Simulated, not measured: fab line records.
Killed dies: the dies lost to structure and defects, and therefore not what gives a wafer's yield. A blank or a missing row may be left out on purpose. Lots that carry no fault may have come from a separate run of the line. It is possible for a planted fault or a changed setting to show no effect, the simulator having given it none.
Chamber matching / flow gf180mcu / GF_CONTACT_CMP_27 on cmp-02 has 4 sister chambers
The step polishes, stops on SiO2, t overpolish 15 s, target thk 0 nm. 4 wafers are shown with their chamber, then 7 later ones without.

== WAFERS WITH THEIR CHAMBER ==
wafer=L193.2; chamber=3; motorCurrentA (A)=11.4
wafer=L193.3; chamber=2; motorCurrentA (A)=12.2
wafer=L206.1; chamber=1; motorCurrentA (A)=11.8
wafer=L206.3; chamber=0; motorCurrentA (A)=11.0

== WAFERS WITH NO CHAMBER GIVEN ==
wafer=L206.4; motorCurrentA (A)=11.4
wafer=L210.2; motorCurrentA (A)=11.2
wafer=L210.4; motorCurrentA (A)=12.7
wafer=L210.6; motorCurrentA (A)=11.5
wafer=L211.3; motorCurrentA (A)=11.7
wafer=L211.5; motorCurrentA (A)=11.4
wafer=L211.6; motorCurrentA (A)=11.4

== CHAMBER TAKEN BY EACH ==
wafer=L206.4; from the rows above=can't be placed: 3 or 0 or 1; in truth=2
wafer=L210.2; from the rows above=can't be placed: 0 or 3 or 1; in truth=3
wafer=L210.4; from the rows above=can't be placed: 2 or 1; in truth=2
wafer=L210.6; from the rows above=can't be placed: 3 or 1 or 0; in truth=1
wafer=L211.3; from the rows above=can't be placed: 1 or 3 or 2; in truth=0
wafer=L211.5; from the rows above=can't be placed: 3 or 0 or 1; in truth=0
wafer=L211.6; from the rows above=can't be placed: 3 or 0 or 1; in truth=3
Correctly placed: 0 of 7. Cannot be placed on the basis of these rows: 7; the candidates contain the true chamber in 5. Number placed wrongly: 0.
How it was worked out, from the rows above alone: a wafer's distance from a chamber is the root of the sum, over the readings, of the square of ((its reading less the chamber's mean) divided by the reading's scatter). The wafer belongs to the nearest chamber; if the next one is less than 2 further off, it can't be placed. The mean given for a chamber averages the wafers shown for that chamber. The scatter (one wafer shown for each chamber): square how far every hidden wafer sits from the nearest shown wafer, average those squares and take the square root.
